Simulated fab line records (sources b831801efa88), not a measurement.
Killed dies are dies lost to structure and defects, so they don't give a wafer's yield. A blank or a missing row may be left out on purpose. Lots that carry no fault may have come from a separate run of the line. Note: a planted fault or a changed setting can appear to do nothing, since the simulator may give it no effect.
Comparing a struck lot with a sound one | flow sky130 | 43 steps out of a route of 708
Sound: the wafers L177.1, L177.4, L177.5. Wafers L191.3, L191.4, L191.6 were the ones struck. Last of all comes the cause.
Order at every step that has rows: each side's tool, ch and its chambers, its first start. Under that, the readings that differ: sound wafers | struck wafers | difference of the means | sigmas: that difference in standard deviations of wafers without a fault.
alike: words and numbers the same on both sides, and readings whose means are apart by under 2 such deviations; not compared: readings that were withheld, readings missing a value for some wafer, numbers with overlapping values and no deviation given by the record, and bounds like >300 which may hide the same value.
The two part at a step that has a row with sigmas, a row that says differs or no value, or rows on one side only. When numbers do not overlap yet have no deviation, they are printed without sigmas and do not part them. A reading missing from all wafers of one side parts the sides only when that side holds two or more wafers.

SKY_VT_ADJUST_LVTN_OVL_MEAS_07:
  struck on overlay-01, day 10 22:18; sound on overlay-01, day 6 16:43
  alike: VT_ADJUST_LVTN_OVL
after that, 1 step had no rows for these wafers: SKY_VT_ADJUST_LVTN_IMPLANT_08.
SKY_VT_ADJUST_LVTN_STRIP_09: strips in O2/N2.
  sound on plasma-asher-02 ch 0,1, day 6 16:55; struck on plasma-asher-01 ch 0,1, day 10 22:31
  alike: drypump-motor-current-A, o2-flow-sccm, oes-product-au, strip-time-to-endpoint-s
  not compared: rf-hours-counter-h
SKY_VT_ADJUST_LVTN_TW_MEAS_10:
  struck on film-metro-01, day 10 22:35; sound on film-metro-02, day 6 17:01
  alike: VT_ADJUST_LVTN_TW
then, 7 steps without rows for these wafers: SKY_VT_ADJUST_LVTN_DEHYDRATE_11 (time 60 s); SKY_VT_ADJUST_LVTN_HMDS_12 (prime time 60 s); SKY_VT_ADJUST_LVTN_COAT_13 (resist thk 1140 nm); SKY_VT_ADJUST_LVTN_SOFTBAKE_14 (time 60 s); SKY_VT_ADJUST_LVTN_EXPOSE_15 (exposes mask HVN STD DERIVED, target cd 600 nm); SKY_VT_ADJUST_LVTN_PEB_16; SKY_VT_ADJUST_LVTN_DEVELOP_17 (develop time 60 s).
SKY_VT_ADJUST_LVTN_OVL_MEAS_18:
  struck on overlay-02, day 11 22:09; sound on overlay-02, day 7 12:25
  alike: VT_ADJUST_LVTN_01_OVL
SKY_VT_ADJUST_LVTN_IMPLANT_19:
  sound on implanter-01 ch 0, day 7 12:28; struck on implanter-02 ch 0, day 11 22:13
  alike: beam-on-s, dose-ions-cm2
SKY_VT_ADJUST_LVTN_STRIP_20: strips in O2/N2.
  sound on plasma-asher-02 ch 1, day 7 12:37; struck on plasma-asher-04 ch 0,1, day 11 22:22
  reading                     | sound       | struck      | difference | sigmas
  drypump-motor-current-A (A) | 6.3 6.3 6.3 | 5.1 5.1 5.2 | -1.2       | -2
  alike: o2-flow-sccm, oes-product-au, strip-time-to-endpoint-s
  not compared: rf-hours-counter-h
SKY_VT_ADJUST_LVTN_TW_MEAS_21:
  struck on film-metro-01, day 11 22:26; sound on film-metro-01, day 7 12:43
  alike: VT_ADJUST_LVTN_2_TW
then, 7 steps without rows for these wafers: SKY_VT_ADJUST_NCORE_DEHYDRATE_00 (time 60 s); SKY_VT_ADJUST_NCORE_HMDS_01 (prime time 60 s); SKY_VT_ADJUST_NCORE_COAT_02 (resist thk 1140 nm); SKY_VT_ADJUST_NCORE_SOFTBAKE_03 (time 60 s); SKY_VT_ADJUST_NCORE_EXPOSE_04 (exposes mask LVTN COMPLEMENT THIN, target cd 380 nm); SKY_VT_ADJUST_NCORE_PEB_05; SKY_VT_ADJUST_NCORE_DEVELOP_06 (develop time 60 s).
SKY_VT_ADJUST_NCORE_CD_MEAS_07: the cd target is 380 nm.
  struck on cd-sem-02, day 12 22:55; sound on cd-sem-02, day 8 08:58
  alike: cd-nm
SKY_VT_ADJUST_NCORE_OVL_MEAS_08:
  struck on overlay-02, day 12 23:00; sound on overlay-01, day 8 09:05
  alike: VT_ADJUST_NCORE_OVL
after that, 1 step had no rows for these wafers: SKY_VT_ADJUST_NCORE_IMPLANT_09.
SKY_VT_ADJUST_NCORE_STRIP_10: strips in O2/N2.
  sound on plasma-asher-04 ch 0,1, day 8 09:17; struck on plasma-asher-03 ch 0,1, day 12 23:13
  reading                      | sound             | struck            | difference | sigmas
  strip-time-to-endpoint-s (s) | 14.14 14.15 14.15 | 14.28 14.24 14.27 | +0.12      | +3
  alike: drypump-motor-current-A, o2-flow-sccm, oes-product-au
  not compared: rf-hours-counter-h
SKY_VT_ADJUST_NCORE_TW_MEAS_11:
  struck on film-metro-01, day 12 23:17; sound on film-metro-04, day 8 09:23
  alike: VT_ADJUST_NCORE_TW
then, 7 steps without rows for these wafers: SKY_VT_ADJUST_HVTR_DEHYDRATE_00 (time 60 s); SKY_VT_ADJUST_HVTR_HMDS_01 (prime time 60 s); SKY_VT_ADJUST_HVTR_COAT_02 (resist thk 1140 nm); SKY_VT_ADJUST_HVTR_SOFTBAKE_03 (time 60 s); SKY_VT_ADJUST_HVTR_EXPOSE_04 (exposes mask HVTRM, target cd 380 nm); SKY_VT_ADJUST_HVTR_PEB_05; SKY_VT_ADJUST_HVTR_DEVELOP_06 (develop time 60 s).
SKY_VT_ADJUST_HVTR_CD_MEAS_07: the cd target is 380 nm.
  struck on cd-sem-01, day 14 01:46; sound on cd-sem-01, day 9 06:07
  reading    | sound             | struck            | difference | sigmas
  cd-nm (nm) | 372.6 374.8 374.5 | 382.9 380.5 379.8 | +7.1       | +3
SKY_VT_ADJUST_HVTR_OVL_MEAS_08:
  struck on overlay-02, day 14 01:51; sound on overlay-01, day 9 06:14
  alike: VT_ADJUST_HVTR_OVL
after that, 1 step had no rows for these wafers: SKY_VT_ADJUST_HVTR_IMPLANT_09.
SKY_VT_ADJUST_HVTR_STRIP_10: strips in O2/N2.
  sound on plasma-asher-02 ch 0,1, day 9 06:25; struck on plasma-asher-03 ch 0,1, day 14 02:04
  reading                     | sound       | struck      | difference | sigmas
  drypump-motor-current-A (A) | 6.3 6.4 6.4 | 5.0 5.8 5.0 | -1.1       | -2
  alike: o2-flow-sccm, oes-product-au, strip-time-to-endpoint-s
  not compared: rf-hours-counter-h
SKY_VT_ADJUST_HVTR_TW_MEAS_11:
  struck on film-metro-04, day 14 02:08; sound on film-metro-02, day 9 06:31
  alike: VT_ADJUST_HVTR_TW
then, 3 steps without rows for these wafers: SKY_VT_ADJUST_PCH_DEHYDRATE_00 (time 60 s); SKY_VT_ADJUST_PCH_HMDS_01 (prime time 60 s); SKY_VT_ADJUST_PCH_COAT_02 (resist thk 3000 nm).
-- a jump in the record: the struck wafers' starts before and after are 35 days apart (it breaks off in module VT_ADJUST_PCH and resumes in module PAD_OPEN, where the first step shown is number 708 of the route) --
SKY_PAD_OPEN_PROBE_99:
  struck on prober-01, day 49 10:50; sound on prober-01, day 45 15:27
  reading                               | sound                  | struck                 | difference | sigmas
  model.etest.nfet-g5v0d10v5.vt-v-range | 0.0175 0.01737 0.01348 | 0.03311 0.0263 0.02506 | +0.01204   |
  alike: killed_at_M0_to_M3, killed_at_M4_up, killed-at-contacts, killed-at-front-end, killed-at-other, killed-dies, killed-on-rim, killed-open, killed-short
  not compared: model.etest.res-pwell-under-gate.rs-ohm-sq-range, model.etest.tip_n_5v.rs-ohm-sq-range

== WHERE THEY PART ==
At SKY_VT_ADJUST_LVTN_STRIP_20 first; at SKY_VT_ADJUST_HVTR_STRIP_10 last (within this record only). Later steps at which nothing parts them and some readings are alike: SKY_VT_ADJUST_HVTR_TW_MEAS_11, SKY_PAD_OPEN_PROBE_99.

WHY: whatever the simulator had introduced
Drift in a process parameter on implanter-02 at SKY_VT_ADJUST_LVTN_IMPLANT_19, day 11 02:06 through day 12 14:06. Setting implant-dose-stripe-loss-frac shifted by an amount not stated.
